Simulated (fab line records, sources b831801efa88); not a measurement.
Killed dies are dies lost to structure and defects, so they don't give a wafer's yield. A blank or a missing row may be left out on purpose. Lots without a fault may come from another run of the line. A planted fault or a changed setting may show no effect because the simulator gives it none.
fab line records | flow sky130
record lots=6 wafers=18 last_day=50
route steps=708 shown FIELD_ISO@28 NWELL@32 DNWELL@35
lots that met no fault: from a run of the same line without faults
start_h: hours from the record's first day to the start of the lot's first wafer shown | wait_h: hours since the lot's step before | " the same as in the row above | L1.1+2: a row that stands for several wafers | - no value, or no start given | * or withheld: withheld | < > ~ a bound
route shown NAME@n: a module of which the file shows steps, and the number in the route of the first | usual: mean/standard deviation of fault-free wafers | same: alike in all rows | chamber/n: place in a boat | sites: the reading at each site | _std_site: their standard deviation | _edge_site: outer sites' mean less inner sites' | radius_mm: how far each site lies from the wafer's centre | mask NAME#n: copy n | behind: the tool/chamber that last shaped the wafer | hold: why the lot was held/for how many hours/how that ended | device: the transistor (n, p or np) that didn't switch | end of line: the same wafers' tests at the end of the route | a step without rows: its recipe alone | killed: dies lost to structure and defects at the first sort, not the wafer's yield | map: a wafer's dies, x killed, . not, _ none there
set.NAME: the setting as run; set.NAME@STEP: as run at that earlier step | model.NAME: the simulator's own value behind a step, which no gauge read
lots at some steps of the route; a table a step, a row a wafer
services: from which hour (start_h, from the record's first day; less than 0 if before it) a tool's chamber was out of use, for how many hours, and why
## steps
# step SKY_FIELD_ISO_CMP_27
# recipe stop_on=Si3N4 t_overpolish_s=16 down_force_psi=4 platen_rpm=60 target_thk_nm=457.8 pad_velocity_m_s=0.94248
# usual motor_current_A=12.2/1.1 overpolish_run_s=15.999/0.0082 time_to_endpoint_s=115/4.2
# columns lot.wafer tool chamber start_h wait_h motor_current_A overpolish_run_s time_to_endpoint_s
L752.1 cmp-01 1 44.53 0.1 12.0 16.013 109
L752.2 " 2 " " 11.8 15.994 110
L752.4 " 3 " " 12.9 16.003 114
L757.3 cmp-01 2 67.65 0.0 12.1 16.001 111
L757.2 " 0 " " 14.0 16.004 114
L757.1 " 1 " " 12.5 16.005 111
L758.2 cmp-02 0 77.05 0.1 11.1 15.997 120
L758.1 " 1 " " 13.9 16.012 121
L758.5 " 3 " " 10.0 16.001 127
L761.2 cmp-01 3 99.87 0.0 13.3 16.000 116
L761.3 " 1 " " 11.5 16.003 109
L761.6 " 3 " " 12.5 15.995 116
L766.3 cmp-01 1 121.55 0.1 12.3 16.012 115
L766.5 " 0 " " 14.2 15.989 119
L766.6 " 1 " " 11.9 16.004 111
L773.2 cmp-01 0 153.56 0.8 13.3 15.999 115
L773.3 " 1 " " 12.1 15.994 107
L773.5 " 2 " " 11.6 15.997 114
# step SKY_FIELD_ISO_WET_ETCH_28
# recipe chemistry=dHF target_depth_nm=23.7 target=SiO2 dilution=10:1 temp_c=25 time_s=47
# step SKY_FIELD_ISO_WET_ETCH_29
# recipe chemistry=H3PO4 target_depth_nm=160 target=Si3N4 temp_c=160 time_s=1825
# step SKY_FIELD_ISO_WET_ETCH_30
# recipe chemistry=dHF target_depth_nm=25 target=SiO2 dilution=10:1 temp_c=25 time_s=50
# step SKY_NWELL_CLEAN_00
# recipe chemistry=SC1/SC2 mix=1:4:20 temp_c=70 time_s=150 dry=n2_spin
# step SKY_NWELL_OXIDATION_01
# recipe temp_c=900 ambient=O2 stabilise_s=600 purge_s=300 target_thk_a=100 ox_time_s=1418
# step SKY_NWELL_THK_MEAS_02
# recipe reads=SiO2_of_NWELL_OXIDATION_01
# usual NWELL_OXIDATION_THK=10.08/0.21
# columns lot.wafer tool chamber start_h wait_h NWELL_OXIDATION_THK[nm]
L752.1 film_metro-04 - 47.50 0.0 10.69
L752.2 " - " " 10.68
L752.4 " - " " 10.87
L757.1 film_metro-04 - 71.08 0.0 10.12
L757.2 " - " " 10.23
L757.3 " - " " 10.16
L758.1 film_metro-02 - 79.37 0.0 10.28
L758.2 " - " " 10.13
L758.5 " - " " 10.22
L761.2 film_metro-04 - 103.35 0.0 10.16
L761.3 " - " " 10.05
L761.6 " - " " 10.09
L766.3 film_metro-02 - 125.83 0.0 10.07
L766.5 " - " " 9.96
L766.6 " - " " 10.11
L773.2 film_metro-02 - 155.78 0.0 9.99
L773.3 " - " " 10.03
L773.5 " - " " 10.05
# step SKY_DNWELL_DEHYDRATE_00
# recipe temp_c=200 time_s=60
# step SKY_DNWELL_HMDS_01
# recipe prime_time_s=60 prime_temp_c=120
# step SKY_DNWELL_COAT_02
# recipe spin_rpm=2000 resist_thk_nm=3000
# step SKY_DNWELL_SOFTBAKE_03
# recipe temp_c=110 time_s=withheld
# step SKY_DNWELL_EXPOSE_04
# recipe mask_id=DNM na=0.57 target_cd_nm=3000 dose_mj=222
# step SKY_DNWELL_PEB_05
# recipe temp_c=115 time_s=withheld
# usual chill_plate_temp_C=23.00/0.093 exhaust_pa=45.0/0.85 resist_line_temp_C=23.01/0.1
# columns lot.wafer tool chamber start_h wait_h chill_plate_temp_C exhaust_pa resist_line_temp_C
L752.1 litho_track-04 0 62 - 22.74 44.5 22.97
L752.2 " 0 " " 23.04 44.8 22.87
L752.4 " 0 " " 23.02 45.4 22.93
L757.1 litho_track-01 - 86 - - - -
L757.2 " - " " - - -
L757.3 " - " " - - -
L758.1 litho_track-04 - 96 - - - -
L758.2 " - " " - - -
L758.5 " - " " - - -
L761.2 litho_track-04 0 121 - 23.06 46.6 22.92
L761.3 " 0 " " 23.03 46.2 23.15
L761.6 " 0 " " 23.01 46.1 23.05
L766.3 litho_track-03 0 143 - 23.08 44.9 22.96
L766.5 " 0 " " 22.88 44.9 22.85
L766.6 " 0 " " 23.07 45.4 22.99
L773.2 litho_track-04 0 175 - 23.08 44.1 23.04
L773.3 " 0 " " 23.04 45.5 23.21
L773.5 " 0 176 - 22.99 45.3 23.05
# step SKY_DNWELL_DEVELOP_06
# recipe wall_angle_deg=90 developer=TMAH develop_time_s=60 dev_temp_c=23
## services
# columns tool chamber start_h hours kind
cmp-01 - 38.52 0.5 repair
cmp-02 - 39.26 2.2 repair
cmp-01 - 40.01 3.2 repair
cmp-02 - 53.31 1.1 repair
cmp-02 - 56.70 4.1 repair
cmp-02 - 60.62 1.1 repair
cmp-01 - 62.03 2.3 repair
cmp-02 - 64.22 4.0 pm
cmp-01 - 66.82 0.5 repair
cmp-02 - 68.22 - consumable_replace:conditioner
cmp-02 - 68.22 - consumable_replace:pad
cmp-02 - 69.14 0.7 repair
cmp-01 - 72.55 10.8 pm
cmp-01 - 92.85 2.2 repair
cmp-02 - 131.78 8.5 repair
cmp-02 - 140.29 20.4 pm
cmp-01 - 143.73 4.3 repair
cmp-01 - 152.04 1.4 repair
cmp-01 - 155.31 1.7 repair
cmp-02 - 161.69 0.7 repair
## key
first_sign step=SKY_DNWELL_PEB_05 reading=tool_record direction=missing
effect none on later readings
met_at SKY_DNWELL_PEB_05
struck_wafers L757.1,L757.2,L757.3,L758.1,L758.2,L758.5
sort_left_out L757.1,L757.2,L757.3,L758.1,L758.2,L758.5
tester_left_out L757,L758
onset_between 62 86
fault kind=skipped_step_whole tool=litho_track-01,litho_track-04 chamber=- onset_h=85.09 steps=SKY_DNWELL_PEB_05 scope=struck_lots_only
# tester_left_out: of these lots the tester's yield and bins aren't shown, on N5 and GAA mostly nor the transistor test; their killed dies are dies lost to structure and defects alone, not to doping, threshold or leakage, so they don't give the yield
# sort_left_out: the simulated sort isn't trusted on such a fault, so these wafers' sort isn't shown, and their yield isn't known
